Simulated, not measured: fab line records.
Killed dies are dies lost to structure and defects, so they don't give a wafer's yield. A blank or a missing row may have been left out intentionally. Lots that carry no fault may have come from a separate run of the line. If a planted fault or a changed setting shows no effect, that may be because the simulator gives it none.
2 desks looking at one fault    flow sfq-line    each desk has only its own numbers; what lay behind them comes last

DESK OF THE TOOL OWNER: rie-metal-01
The tool's own readings at SFQ_TRILAYER_M2_BARC_OPEN_METAL_ETCH_077 (etches BARC in O2, target depth 125 nm, time 41.7 s): means of the sampled wafers that have a number, for each lot that ran on this tool. Marked OUT: a lot whose mean sits more than 4 standard deviations from the usual mean, which makes it out of limits; the brackets give that distance.
Columns: A = drypump-motor-current-A at SFQ_TRILAYER_M2_BARC_OPEN_METAL_ETCH_077, usual 5.70 A; B = oes-product-au at SFQ_TRILAYER_M2_BARC_OPEN_METAL_ETCH_077, usual 0.685 a.u.; C = run-length-s at SFQ_TRILAYER_M2_BARC_OPEN_METAL_ETCH_077, usual 69.9 s
lot   first seen here  A     B                 C
L944  day 33 10:19     5.61  0.727 (+9.3) OUT  67.8 (-5.2) OUT
L946  day 34 13:55     5.60  0.726 (+9.0) OUT  67.8 (-5.2) OUT
L960  day 45 19:41     5.60  0.686             70.4
Finding of this desk: L944, L946 out of limits; the first was L944 at day 33 10:19, on oes-product-au at SFQ_TRILAYER_M2_BARC_OPEN_METAL_ETCH_077. L960 stayed within limits.

THE METROLOGY DESK
Lot by lot, what the gauges showed, no matter which tool ran the lot: averages of those sampled wafers that carry a number. Marked OUT: a lot whose mean sits more than 4 standard deviations from the usual mean, which makes it out of limits; the brackets give that distance.
Columns: A = M2_NB_RS at SFQ_M2_RS_MEAS_914, usual 0.891 ohm/sq; B = M2_OVL at SFQ_M2_OVL_MEAS_916, usual -1 nm
lot   first seen here  A      B
L944  day 27 07:13     0.883  0
L946  day 34 10:11     0.882  -4
L951  day 35 12:38     0.885  1
L957  day 38 10:21     0.902  0
L960  day 39 17:47     0.904  1
L961  day 40 02:38     0.894  8
This desk's verdict: no lot among the 6 shows anything out of limits.

PUT TOGETHER
At day 33 10:19, on L944, L946, the tool owner's desk was in a position to raise an alarm.
From the metrology desk's view, nothing was out of limits.
The metrology desk has L944, L946 on record, within its limits.
Of the lots named, all ran SFQ_TRILAYER_M2_BARC_OPEN_METAL_ETCH_077 on rie-metal-01.

WHAT HAD BEEN PUT IN BY THE SIMULATOR
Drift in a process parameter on rie-metal-01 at SFQ_TRILAYER_M2_BARC_OPEN_METAL_ETCH_077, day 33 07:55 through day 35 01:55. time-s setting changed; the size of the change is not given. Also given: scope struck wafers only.
Struck lots among those shown: L944, L946.
Hours from the fault's start to each desk's first reading out of limits: the tool owner's desk, 2.
